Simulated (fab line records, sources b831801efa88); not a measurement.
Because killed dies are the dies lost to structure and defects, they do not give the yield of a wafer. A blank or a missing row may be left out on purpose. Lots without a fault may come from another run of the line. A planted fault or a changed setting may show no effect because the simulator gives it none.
fab line records    flow sky130
record lots=6  wafers=18  last_day=50
route steps=708 shown METAL2@489 PAD_OPEN@708
lots with no fault: from the same line, run without faults
start_h: hours from the record's first day to the start of the lot's first wafer shown    wait_h: how many hours have passed since the lot's step before this one    " repeats the value in the row above    L1.1+2: one row covering several wafers at once    - no value present, or no start provided    * or withheld: withheld    < > ~ a bound
route shown NAME@n: names a module that has steps shown in the file, with the first one's number in the route    usual: mean/standard deviation taken from wafers without a fault    same: alike in all rows    chamber/n: place in a boat    sites: readings site by site    _std_site: standard deviation of those values    _edge_site: mean of outer sites minus mean of inner sites    radius_mm: for every site, how far away it sits from the centre of the wafer    mask NAME#n: copy n    behind: the last tool/chamber to shape the wafer    hold: why the lot was held/for how many hours/how that ended    device: the n, p or np transistor that did not switch    end of line: at the end of the route, the tests of the same wafers    a step without rows: its recipe alone    killed: dies lost to structure and defects at the first sort, not the wafer's yield    map: a wafer's dies, marking killed ones x, the rest . and places with no die _
set.NAME: setting as actually run; set.NAME@STEP: the setting as run at that earlier step    model.NAME: the simulator's own value behind a step, which no gauge read
certain route steps with their lots: each step a table, each wafer a row
services: a tool's chamber out of use, with start hour (start_h, from the record's first day; less than 0 if before it), hours out, and reason
## steps
# step SKY_METAL2_THK_MEAS_06
# recipe thk_meas_gauge=xrf  reads=AlCu_of_METAL2_SPUTTER_02
# usual METAL2_ALCU_THK=250/3.1
lot.wafer  tool           chamber  start_h  wait_h  METAL2_ALCU_THK[nm]
L393.2     film_metro-03  -        844.82   0.1     253
L393.3     "              -        "        "       249
L393.5     "              -        "        "       246
L396.1     film_metro-04  -        869.27   0.1     254
L396.3     "              -        "        "       253
L396.5     "              -        "        "       257
L398.1     film_metro-04  -        887.16   0.1     254
L398.2     "              -        "        "       246
L398.4     "              -        "        "       252
L399.1     film_metro-04  -        895.46   0.1     248
L399.2     "              -        "        "       246
L399.6     "              -        "        "       248
L402.4     film_metro-01  -        907.44   0.1     252
L402.5     "              -        "        "       254
L402.6     "              -        "        "       254
L410.1     film_metro-01  -        964.81   0.1     247
L410.5     "              -        "        "       250
L410.6     "              -        "        "       248
# step SKY_METAL2_DEHYDRATE_07
# recipe temp_c=200  time_s=60
# step SKY_METAL2_HMDS_08
# recipe prime_time_s=60  prime_temp_c=120
# step SKY_METAL2_COAT_09
# recipe resist=BARC  temp_c=withheld  time_s=withheld  spin_rpm=3000  resist_thk_nm=60
# step SKY_METAL2_COAT_10
# recipe resist=KrF-thick  spin_rpm=3000  resist_thk_nm=450
# step SKY_METAL2_SOFTBAKE_11
# recipe temp_c=100  time_s=90  resist=KrF-thick
# step SKY_METAL2_EXPOSE_12
# recipe mask_id=MM2  na=0.8  source_shape=annular  sigma_inner=0.55  sigma_outer=0.85  target_cd_nm=140  dose_mj=28
# step SKY_METAL2_PEB_13
# recipe peb_temp_c=withheld  peb_time_s=withheld  resist=KrF-thick
# step SKY_METAL2_DEVELOP_14
# recipe develop_time_s=60  resist=KrF-thick  dev_temp_c=21
# step SKY_METAL2_CD_MEAS_15
# recipe target_cd_nm=140
# usual cd_nm=139.7/1.8
lot.wafer  tool       chamber  start_h  wait_h  cd_nm
L393.2     cd_sem-02  -        870.96   -       140.4
L393.3     "          -        "        "       141.7
L393.5     "          -        "        "       141.1
L396.1     cd_sem-02  -        894.43   -       141.9
L396.3     "          -        "        "       142.0
L396.5     "          -        "        "       140.7
L398.1     cd_sem-01  -        912.28   -       137.0
L398.2     "          -        "        "       137.2
L398.4     "          -        "        "       138.0
L399.1     cd_sem-02  -        920.33   -       137.7
L399.2     "          -        "        "       139.8
L399.6     "          -        "        "       138.0
L402.4     cd_sem-01  -        932.35   -       140.0
L402.5     "          -        "        "       140.2
L402.6     "          -        "        "       140.0
L410.1     cd_sem-02  -        988.27   -       141.6
L410.5     "          -        "        "       142.7
L410.6     "          -        "        "       142.6
# step SKY_METAL2_OVL_MEAS_16
# usual METAL2_OVL=-1/5.2
lot.wafer  tool        chamber  start_h  wait_h  METAL2_OVL[nm]
L393.2     overlay-02  -        871.06   0.1     4
L393.3     "           -        "        "       -1
L393.5     "           -        "        "       2
L396.1     overlay-02  -        894.55   0.1     -3
L396.3     "           -        "        "       1
L396.5     "           -        "        "       1
L398.1     overlay-01  -        912.40   0.1     3
L398.2     "           -        "        "       -6
L398.4     "           -        "        "       -8
L399.1     overlay-02  -        920.45   0.1     7
L399.2     "           -        "        "       2
L399.6     "           -        "        "       -5
L402.4     overlay-02  -        932.42   0.1     4
L402.5     "           -        "        "       4
L402.6     "           -        "        "       9
L410.1     overlay-01  -        988.39   0.1     -5
L410.5     "           -        "        "       -2
L410.6     "           -        "        "       -10
# step SKY_METAL2_DESCUM_17
# recipe chemistry=O2  source_power_w=150  bias_power_w=0  pressure_mtorr=10  temp_c=40  time_s=8
# usual chamber_pressure_mTorr=10.000/0.0088  drypump_motor_current_A=5.9/0.63  oes_product_au=0.997/0.0097
lot.wafer  tool          chamber  start_h  wait_h  chamber_pressure_mTorr  drypump_motor_current_A  oes_product_au  rf_hours_counter_h
L393.2     rie_metal-03  0        871.10   0.0     9.984                   6.8                      0.988           -
L393.3     "             0        "        "       10.013                  6.8                      1.005           -
L393.5     "             0        "        "       9.999                   6.8                      1.000           -
L396.1     rie_metal-03  0        894.58   0.0     10.011                  6.9                      0.996           11
L396.3     "             0        "        "       10.003                  6.8                      0.995           -
L396.5     "             0        "        "       9.989                   6.8                      1.007           -
L398.1     rie_metal-03  0        912.43   0.0     10.003                  6.8                      1.000           13
L398.2     "             1        "        "       9.990                   5.4                      0.994           3
L398.4     "             1        "        "       10.005                  5.5                      0.995           -
L399.1     rie_metal-04  1        920.48   0.0     9.988                   5.3                      1.011           3
L399.2     "             0        "        "       10.001                  6.3                      0.982           12
L399.6     "             1        "        "       10.004                  5.3                      1.011           -
L402.4     rie_metal-03  0        932.45   0.0     9.999                   6.8                      0.999           -
L402.5     "             1        "        "       10.008                  5.4                      0.995           -
L402.6     "             0        "        "       10.002                  6.8                      1.009           -
L410.1     rie_metal-04  0        988.43   0.0     10.010                  6.3                      0.973           15
L410.5     "             1        "        "       10.006                  5.3                      0.998           -
L410.6     "             0        "        "       10.004                  6.3                      0.993           -
# step SKY_METAL2_ETCH_18
# recipe chemistry=N2/H2  target=BARC  ion_energy_ev=200  bias_w=100  pressure_mtorr=30  n2_flow_sccm=100  h2_flow_sccm=200  icp_w=500  stop_on=SiO2  time_s=45.9  target_depth_a=600
# usual bias_w=100.0/0.31  chamber_pressure_mTorr=30.00/0.034  drypump_motor_current_A=5.9/0.63  oes_product_au=0.855/0.0045  throttle_valve_pct=13.225/0.0092
lot.wafer  tool          chamber  start_h  wait_h  bias_w  chamber_pressure_mTorr  drypump_motor_current_A  oes_product_au  rf_hours_counter_h  throttle_valve_pct  model.KrF-thick_of_METAL2_COAT_10.thk_nm
L393.2     rie_metal-03  0        871.18   0.1     100.3   30.02                   6.8                      0.850           -                   13.212              392.4
L393.3     "             0        "        "       100.0   30.04                   6.8                      0.854           -                   13.235              392.2
L393.5     "             0        "        "       100.0   29.99                   6.8                      0.849           -                   13.224              392.3
L396.1     rie_metal-03  0        894.65   0.1     100.0   30.02                   6.9                      0.850           11                  13.225              392.7
L396.3     "             0        "        "       99.8    30.02                   6.9                      0.857           -                   13.220              390.9
L396.5     "             0        "        "       100.2   30.00                   6.9                      0.847           -                   13.226              390.1
L398.1     rie_metal-03  0        912.46   0.0     -       -                       -                        -               -                   -                   434.7
L398.2     "             1        "        "       -       -                       -                        -               -                   -                   434.3
L398.4     "             1        "        "       -       -                       -                        -               -                   -                   433.9
L399.1     rie_metal-04  1        920.51   0.0     -       -                       -                        -               -                   -                   435.4
L399.2     "             0        "        "       -       -                       -                        -               -                   -                   435
L399.6     "             1        "        "       -       -                       -                        -               -                   -                   435
L402.4     rie_metal-03  0        932.50   0.0     99.5    30.06                   6.9                      0.855           -                   13.229              393.3
L402.5     "             1        "        "       99.8    30.02                   5.5                      0.854           -                   13.234              394.8
L402.6     "             0        "        "       99.9    30.02                   6.8                      0.852           -                   13.226              395.6
L410.1     rie_metal-04  0        988.46   0.0     99.9    30.01                   6.3                      0.852           15                  13.209              396.4
L410.5     "             1        "        "       100.0   29.96                   5.3                      0.859           -                   13.231              393.5
L410.6     "             0        "        "       99.6    30.01                   6.3                      0.857           -                   13.246              394.4
# step SKY_METAL2_METAL_ETCH_19
# recipe target_depth_a=3600  stop_on=SiO2  over_etch_frac=0.3  time_s=78  chemistry=Cl2/BCl3  resist_sidewall_deg=88  pressure_mtorr=10  icp_w=900  bias_w=48.5  Cl2_flow_sccm=60  bcl3_flow_sccm=30
# usual bcl3_flow_sccm=30.02/0.091  bias_w=48.50/0.16  chamber_pressure_mTorr=10.000/0.0091  drypump_motor_current_A=5.9/0.63  oes_product_au=0.854/0.0058  throttle_valve_pct=22.265/0.0084
lot.wafer  tool          chamber  start_h  wait_h  bcl3_flow_sccm  bias_w  chamber_pressure_mTorr  drypump_motor_current_A  oes_product_au  rf_hours_counter_h  throttle_valve_pct  model.KrF-thick_of_METAL2_COAT_10.thk_nm
L393.2     rie_metal-03  0        871.31   0.1     29.97           48.69   9.975                   6.8                      0.856           -                   22.258              154.4
L393.3     "             0        "        "       29.95           48.78   10.011                  6.8                      0.852           -                   22.265              155.8
L393.5     "             0        "        "       29.88           48.77   9.998                   6.8                      0.850           -                   22.267              155.9
L396.1     rie_metal-03  0        894.77   0.1     30.11           48.65   10.008                  6.9                      0.854           11                  22.272              158.7
L396.3     "             0        "        "       30.18           48.63   10.005                  6.8                      0.858           -                   22.267              156.3
L396.5     "             0        "        "       30.09           48.77   9.994                   6.8                      0.864           -                   22.247              156.2
L398.1     rie_metal-03  0        912.53   0.0     30.09           48.75   9.995                   6.8                      0.379           13                  22.286              202
L398.2     "             1        "        "       29.91           48.73   10.012                  5.5                      0.379           3                   22.278              200.9
L398.4     "             1        "        "       30.06           48.70   10.006                  5.4                      0.371           -                   22.269              202.7
L399.1     rie_metal-04  1        920.58   0.0     29.87           48.34   10.008                  5.3                      0.384           3                   22.262              200.6
L399.2     "             0        "        "       29.86           48.38   10.003                  6.3                      0.373           12                  22.252              208.7
L399.6     "             1        "        "       29.92           48.28   10.003                  5.3                      0.382           -                   22.262              200.5
L402.4     rie_metal-03  0        932.57   0.1     29.88           48.80   10.001                  6.8                      0.852           -                   22.267              156.2
L402.5     "             1        "        "       29.96           48.55   9.990                   5.5                      0.867           -                   22.261              160.5
L402.6     "             0        "        "       30.05           48.69   10.001                  6.8                      0.858           -                   22.261              158.2
L410.1     rie_metal-04  0        988.52   0.0     29.99           48.72   10.000                  6.3                      0.860           15                  22.260              169.7
L410.5     "             1        "        "       30.00           48.60   9.999                   5.3                      0.857           -                   22.268              157.5
L410.6     "             0        "        "       29.98           48.52   9.996                   6.3                      0.851           -                   22.271              164.6
# step SKY_METAL2_STRIP_20
# recipe chemistry=O2/N2  power_w=1400  pressure_mtorr=1500  platen_temp_c=withheld  o2_flow_sccm=3000  n2_flow_sccm=300  overash_fraction=0.5
# usual chamber_pressure_mTorr=1500.0/1.4  drypump_motor_current_A=5.8/0.45  oes_product_au=0.343/0.005  strip_time_to_endpoint_s=2.70/0.043
lot.wafer  tool             chamber  start_h  wait_h  chamber_pressure_mTorr  drypump_motor_current_A  oes_product_au  rf_hours_counter_h  strip_time_to_endpoint_s
L393.2     plasma_asher-03  0        871.46   0.1     1498.5                  6.5                      0.333           109                 2.65
L393.3     "                1        "        "       1499.0                  5.6                      0.337           -                   2.66
L393.5     "                1        "        "       1501.7                  5.6                      0.340           -                   2.66
L396.1     plasma_asher-03  0        894.95   0.1     1500.3                  6.5                      0.338           111                 2.69
L396.3     "                1        "        "       1502.0                  5.6                      0.347           -                   2.67
L396.5     "                0        "        "       1502.5                  6.5                      0.350           -                   2.67
L398.1     plasma_asher-03  0        912.62   0.1     1500.1                  6.5                      0.357           113                 3.17
L398.2     "                1        "        "       1502.5                  5.6                      0.357           113                 3.14
L398.4     "                1        "        "       1500.0                  5.6                      0.359           -                   3.15
L399.1     plasma_asher-03  0        920.67   0.1     1499.8                  6.5                      0.368           114                 3.16
L399.2     "                1        "        "       1497.6                  5.6                      0.361           114                 3.25
L399.6     "                1        "        "       1500.8                  5.6                      0.358           -                   3.17
L402.4     plasma_asher-03  1        932.66   0.1     1500.5                  5.6                      0.338           -                   2.68
L402.5     "                1        "        "       1500.3                  5.6                      0.355           -                   2.72
L402.6     "                0        "        "       1500.7                  6.5                      0.332           -                   2.68
L410.1     plasma_asher-04  0        988.61   0.1     1502.2                  5.8                      0.345           26                  2.82
L410.5     "                0        "        "       1499.4                  5.7                      0.348           -                   2.70
L410.6     "                1        "        "       1497.1                  5.1                      0.342           -                   2.77
# step SKY_METAL2_STRIP_21
# recipe chemistry=post_etch_residue_remover  time_s=1200  temp_c=72.5
# step SKY_PAD_OPEN_PROBE_99
# usual defect_limited_yield=82.1/1.9  killed_at_M0_to_M3=44/7.3  killed_at_M4_up=3.5/1.8  killed_at_contacts=24/5.8  killed_at_front_end=16/4.3  killed_at_other=0.5/0.68  killed_dies=88/9.4  killed_on_rim=17/3.7  killed_open=48/6.8  killed_short=40/6.1  sort_bin_3_pad_short=0.9/0.39  sort_bin_5_function=10.5/1.4  sort_bin_6_memory=6.4/1.1  sort_n_pass=404/9.4  sort_yield_pct=82.1/1.9
# same gross_dies=492  killed_at_back_side=0  sort_bin_4_leakage[%]=0  sort_bin_8_speed[%]=0
lot.wafer  tool       chamber  start_h  wait_h  defect_limited_yield[%]  killed_at_M0_to_M3  killed_at_M4_up  killed_at_contacts  killed_at_front_end  killed_at_other  killed_dies  killed_on_rim  killed_open  killed_short  sort_bin_3_pad_short[%]  sort_bin_5_function[%]  sort_bin_6_memory[%]  sort_n_pass  sort_yield_pct[%]
L393.2     prober-02  -        1114.39  0.1     79.9                     43                  2                39                  15                   0                99           14             56           43            0.8                      12.0                    7.3                   393          79.9
L393.3     prober-02  -        1114.44  0.2     79.9                     54                  1                26                  17                   1                99           16             59           40            0.8                      13.2                    6.1                   393          79.9
L393.5     prober-02  -        1114.54  0.2     80.3                     50                  1                36                  10                   0                97           24             60           37            0.8                      13.2                    5.7                   395          80.3
L396.1     prober-01  -        1133.87  0.1     80.5                     53                  0                28                  14                   1                96           16             53           42            0.6                      11.2                    7.7                   396          80.5
L396.3     prober-01  -        1133.97  0.2     80.3                     47                  3                30                  17                   0                97           17             59           38            1.0                      10.6                    8.1                   395          80.3
L396.5     prober-01  -        1134.07  0.2     78.5                     68                  3                16                  19                   0                106          19             58           46            1.4                      12.8                    7.3                   386          78.5
L398.1     prober-01  -        1146.46  0.1     0                        446                 6                21                  19                   0                492          96             47           43            0.8                      93.3                    5.9                   0            0
L398.2     prober-01  -        1146.51  0.1     0                        460                 2                18                  12                   0                492          96             52           35            1.2                      92.9                    5.9                   0            0
L398.4     prober-01  -        1146.61  0.2     0                        464                 3                7                   18                   0                492          96             46           33            0.8                      93.7                    5.5                   0            0
L399.1     prober-01  -        1155.25  0.1     0                        436                 3                29                  24                   0                492          96             62           39            0.4                      92.1                    7.5                   0            0
L399.2     prober-01  -        1155.30  0.1     0                        437                 4                29                  22                   0                492          96             54           49            1.2                      89.2                    9.6                   0            0
L399.6     prober-01  -        1155.50  0.2     0                        440                 2                31                  18                   1                492          96             51           44            1.0                      91.7                    7.3                   0            0
L402.4     prober-01  -        1164.36  0.2     78.5                     46                  6                28                  25                   1                106          15             55           51            1.8                      12.8                    6.9                   386          78.5
L402.5     prober-01  -        1164.41  0.2     82.1                     47                  2                22                  16                   1                88           15             52           36            0.8                      11.8                    5.3                   404          82.1
L402.6     prober-01  -        1164.46  0.2     85.6                     48                  1                14                  8                    0                71           23             29           42            0.8                      8.5                     5.1                   421          85.6
L410.1     prober-01  -        1198.42  0.1     82.3                     38                  4                21                  23                   1                87           20             51           36            0.6                      11.2                    5.9                   405          82.3
L410.5     prober-01  -        1198.62  0.2     82.7                     37                  5                26                  17                   0                85           20             50           35            0.8                      11.6                    4.9                   407          82.7
L410.6     prober-01  -        1198.67  0.2     84.1                     34                  1                26                  17                   0                78           13             48           30            0.8                      8.9                     6.1                   414          84.1
# killed by level:class
L393.2 LI_CONTACT:geometric_particle:open=14 CONTACT:geometric_particle:open=11 VIA2:geometric_particle:open=8 METAL3:geometric_particle:short=7 FIELD_ISO:geometric_particle:open=5 LI_CONTACT:geometric_particle:short=5 VIA1:geometric_particle:open=5 METAL2:geometric_particle:short=5
L393.3 VIA1:geometric_particle:open=12 CONTACT:geometric_particle:open=9 VIA2:geometric_particle:open=9 VIA3:geometric_particle:open=8 LI_CONTACT:geometric_particle:open=7 METAL1:geometric_particle:short=6 SPACER:geometric_particle:short=5 CONTACT:geometric_particle:short=4
L393.5 CONTACT:geometric_particle:open=13 VIA1:geometric_particle:open=10 VIA3:geometric_particle:open=9 VIA2:geometric_particle:open=7 LI_CONTACT:geometric_particle:open=7 METAL1:geometric_particle:short=7 CONTACT:geometric_particle:short=6 LI_CONTACT:geometric_particle:short=4
L396.1 VIA3:geometric_particle:open=14 CONTACT:geometric_particle:open=11 VIA1:geometric_particle:open=8 METAL2:geometric_particle:short=8 LI_CONTACT:geometric_particle:open=7 CONTACT:geometric_particle:short=6 VIA1:geometric_particle:short=5 VIA2:geometric_particle:short=5
L396.3 VIA1:geometric_particle:open=13 VIA3:geometric_particle:open=12 LI_CONTACT:geometric_particle:open=11 VIA2:geometric_particle:open=9 FIELD_ISO:geometric_particle:short=8 CONTACT:geometric_particle:open=8 LI_CONTACT:geometric_particle:short=4 CONTACT:geometric_particle:short=4
L396.5 VIA3:geometric_particle:open=14 VIA1:geometric_particle:open=13 VIA2:geometric_particle:open=12 FIELD_ISO:geometric_particle:short=6 FIELD_ISO:geometric_particle:open=6 VIA1:geometric_particle:short=6 VIA3:geometric_particle:short=6 LI_CONTACT:geometric_particle:open=5
L398.1 METAL2:area_etch=402 LI_CONTACT:geometric_particle:open=9 CONTACT:geometric_particle:open=8 METAL1:geometric_particle:short=8 VIA1:geometric_particle:open=8 METAL2:geometric_particle:short=7 METAL4:geometric_particle:short=5 VIA2:geometric_particle:open=5
L398.2 METAL2:area_etch=405 VIA1:geometric_particle:open=15 LI_CONTACT:geometric_particle:open=8 METAL1:geometric_particle:short=8 VIA3:geometric_particle:open=8 CONTACT:geometric_particle:open=7 VIA2:geometric_particle:open=7 VIA2:geometric_particle:short=5
L398.4 METAL2:area_etch=413 VIA1:geometric_particle:open=17 FIELD_ISO:geometric_particle:open=7 VIA3:geometric_particle:open=7 METAL1:geometric_particle:short=7 METAL2:geometric_particle:short=6 POLY_GATE:geometric_particle:short=4 VIA1:geometric_particle:short=4
L399.1 METAL2:area_etch=388 VIA3:geometric_particle:open=12 VIA1:geometric_particle:open=12 CONTACT:geometric_particle:open=10 METAL1:geometric_particle:short=7 LI_CONTACT:geometric_particle:open=6 CONTACT:geometric_particle:short=6 FIELD_ISO:geometric_particle:open=5
L399.2 METAL2:area_etch=388 CONTACT:geometric_particle:open=12 VIA3:geometric_particle:open=10 VIA2:geometric_particle:open=8 LI_CONTACT:geometric_particle:open=7 METAL1:geometric_particle:short=6 METAL3:geometric_particle:short=6 FIELD_ISO:geometric_particle:open=5
L399.6 METAL2:area_etch=396 VIA1:geometric_particle:open=13 LI_CONTACT:geometric_particle:open=10 CONTACT:geometric_particle:open=9 VIA3:geometric_particle:open=6 CONTACT:geometric_particle:short=5 FIELD_ISO:geometric_particle:short=4 POLY_GATE:geometric_particle:open=4
L402.4 VIA1:geometric_particle:open=13 CONTACT:geometric_particle:open=11 FIELD_ISO:geometric_particle:short=8 LI_CONTACT:geometric_particle:open=7 METAL1:geometric_particle:short=7 CONTACT:geometric_particle:short=6 POLY_GATE:geometric_particle:short=5 METAL2:geometric_particle:short=5
L402.5 VIA1:geometric_particle:open=9 LI_CONTACT:geometric_particle:open=8 VIA2:geometric_particle:open=8 METAL1:geometric_particle:short=7 VIA3:geometric_particle:open=7 FIELD_ISO:geometric_particle:open=6 METAL2:geometric_particle:short=5 POLY_GATE:geometric_particle:short=4
L402.6 VIA1:geometric_particle:open=11 VIA1:geometric_particle:short=8 METAL1:geometric_particle:short=8 METAL2:geometric_particle:short=6 CONTACT:geometric_particle:open=5 VIA2:geometric_particle:short=5 FIELD_ISO:geometric_particle:open=3 LOCAL_INTERCONNECT:geometric_particle:short=3
L410.1 VIA1:geometric_particle:open=9 CONTACT:geometric_particle:open=8 FIELD_ISO:geometric_particle:open=7 LI_CONTACT:geometric_particle:open=7 POLY_GATE:geometric_particle:short=7 VIA2:geometric_particle:open=6 VIA3:geometric_particle:open=4 FIELD_ISO:geometric_particle:short=3
L410.5 CONTACT:geometric_particle:open=9 LI_CONTACT:geometric_particle:open=8 VIA1:geometric_particle:open=7 FIELD_ISO:geometric_particle:short=6 VIA2:geometric_particle:open=6 VIA3:geometric_particle:open=6 METAL1:geometric_particle:short=5 POLY_GATE:geometric_particle:open=4
L410.6 CONTACT:geometric_particle:open=9 VIA1:geometric_particle:open=8 FIELD_ISO:geometric_particle:open=7 LI_CONTACT:geometric_particle:open=6 VIA3:geometric_particle:open=6 METAL2:geometric_particle:short=5 VIA2:geometric_particle:open=5 LI_CONTACT:geometric_particle:short=4
# map L398.1 (x killed, . not)
__________xxxxxxxxxx_________
________xxxxxxxxxxxxxx_______
______xxxxxxxxxxxxxxxxxx_____
_____xxxxxxxxxxxxxxxxxxxx____
____xxxxxxxxxxxxxxxxxxxxxx___
___xxxxxxxxxxxxxxxxxxxxxxxx__
__xxxxxxxxxxxxxxxxxxxxxxxxxx_
_xxxxxxxxxxxxxxxxxxxxxxxxxxxx
_xxxxxxxxxxxxxxxxxxxxxxxxxxxx
_xxxxxxxxxxxxxxxxxxxxxxxxxxxx
_xxxxxxxxxxxxxxxxxxxxxxxxxxxx
_xxxxxxxxxxxxxxxxxxxxxxxxxxxx
_xxxxxxxxxxxxxxxxxxxxxxxxxxxx
_xxxxxxxxxxxxxxxxxxxxxxxxxxxx
_xxxxxxxxxxxxxxxxxxxxxxxxxxxx
__xxxxxxxxxxxxxxxxxxxxxxxxxx_
___xxxxxxxxxxxxxxxxxxxxxxxx__
____xxxxxxxxxxxxxxxxxxxxxx___
_____xxxxxxxxxxxxxxxxxxxx____
______xxxxxxxxxxxxxxxxxx_____
________xxxxxxxxxxxxxx_______
__________xxxxxxxxxx_________
# map L399.1 (x killed, . not)
__________xxxxxxxxxx_________
________xxxxxxxxxxxxxx_______
______xxxxxxxxxxxxxxxxxx_____
_____xxxxxxxxxxxxxxxxxxxx____
____xxxxxxxxxxxxxxxxxxxxxx___
___xxxxxxxxxxxxxxxxxxxxxxxx__
__xxxxxxxxxxxxxxxxxxxxxxxxxx_
_xxxxxxxxxxxxxxxxxxxxxxxxxxxx
_xxxxxxxxxxxxxxxxxxxxxxxxxxxx
_xxxxxxxxxxxxxxxxxxxxxxxxxxxx
_xxxxxxxxxxxxxxxxxxxxxxxxxxxx
_xxxxxxxxxxxxxxxxxxxxxxxxxxxx
_xxxxxxxxxxxxxxxxxxxxxxxxxxxx
_xxxxxxxxxxxxxxxxxxxxxxxxxxxx
_xxxxxxxxxxxxxxxxxxxxxxxxxxxx
__xxxxxxxxxxxxxxxxxxxxxxxxxx_
___xxxxxxxxxxxxxxxxxxxxxxxx__
____xxxxxxxxxxxxxxxxxxxxxx___
_____xxxxxxxxxxxxxxxxxxxx____
______xxxxxxxxxxxxxxxxxx_____
________xxxxxxxxxxxxxx_______
__________xxxxxxxxxx_________
## services
tool             chamber  start_h  hours  kind
rie_metal-04     -        904.66   0.3    repair
plasma_asher-03  -        933.10   1.2    repair
plasma_asher-04  -        939.07   6.7    pm
rie_metal-04     0        948.33   18.1   repair
## key
first_sign step=SKY_METAL2_ETCH_18  reading=tool_record  direction=missing
effect step=SKY_METAL2_METAL_ETCH_19  reading=oes_product_au  direction=down  sigmas=83  usual=0.854  struck=0.378
effect step=SKY_METAL2_STRIP_20  reading=strip_time_to_endpoint_s  direction=up  sigmas=11  usual=*  struck=*
effect step=SKY_PAD_OPEN_PROBE_99  reading=sort_bin_5_function  direction=up  sigmas=59  usual=10.5  struck=92.1
model_effect step=SKY_METAL2_ETCH_18  value=KrF-thick_of_METAL2_COAT_10.thk_nm  without=391.7  struck=434.7
model_effect step=SKY_METAL2_METAL_ETCH_19  value=KrF-thick_of_METAL2_COAT_10.thk_nm  without=159.5  struck=202.5
more_kills_born_at SKY_METAL2_ETCH_18@rie_metal-03=1220  SKY_METAL2_ETCH_18@rie_metal-04=1172
met_at SKY_METAL2_ETCH_18
struck_wafers L398.1,L398.2,L398.4,L399.1,L399.2,L399.6
later_rows_left_out L398.1,L398.2,L398.4,L399.1,L399.2,L399.6
onset_between 894.65 912.46
fault kind=skipped_step_whole  tool=rie_metal-03,rie_metal-04  chamber=-  onset_h=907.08  steps=SKY_METAL2_ETCH_18  scope=struck_lots_only
# later_rows_left_out: the simulator's readings of these wafers behind a module that went badly wrong aren't trusted and aren't shown, but for the sort
